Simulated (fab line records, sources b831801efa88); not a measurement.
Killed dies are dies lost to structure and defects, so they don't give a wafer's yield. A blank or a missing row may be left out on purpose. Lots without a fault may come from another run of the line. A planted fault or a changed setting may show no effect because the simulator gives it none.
Chamber matching | flow gf180mcu | GF_STI_CMP_25 on cmp-01: 4 sister chambers
The step polishes, stops on Si3N4, t overpolish 33 s, target thk 524.6 nm. 4 wafers are shown with their chamber, then 8 later ones without.

WAFERS WITH THEIR CHAMBER
wafer  | chamber | motor_current_A (A)
L083.3 | 2       | 11.1
L087.2 | 3       | 11.9
L087.6 | 0       | 10.2
L091.1 | 1       | 11.6

WAFERS WITHOUT THEIR CHAMBER
wafer  | motor_current_A (A)
L091.2 | 10.6
L091.5 | 11.8
L094.2 | 10.0
L094.3 | 10.7
L094.6 | 11.5
L096.2 | 9.9
L096.4 | 11.1
L096.5 | 12.1

WHICH CHAMBER EACH WENT THROUGH
wafer  | from the rows above          | in truth
L091.2 | can't be placed: 0 or 2      | 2
L091.5 | can't be placed: 3 or 1      | 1
L094.2 | 0                            | 0
L094.3 | can't be placed: 2 or 0 or 1 | 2
L094.6 | can't be placed: 1 or 2 or 3 | 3
L096.2 | 0                            | 0
L096.4 | can't be placed: 2 or 1      | 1
L096.5 | can't be placed: 3 or 1      | 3
Placed correctly: 2 of 8. Can't be placed from these rows: 6 (the true chamber is among the candidates in 6). Placed wrongly: 0.
How it was worked out, from the rows above alone: a wafer's distance from a chamber is the root of the sum, over the readings, of the square of ((its reading less the chamber's mean) divided by the reading's scatter). The wafer belongs to the nearest chamber; if the next one is less than 2 further off, it can't be placed. A chamber's mean is the mean of its shown wafers. The scatter: with one shown wafer a chamber, the root of the mean of the squares of how far each hidden wafer lies from its nearest shown one.
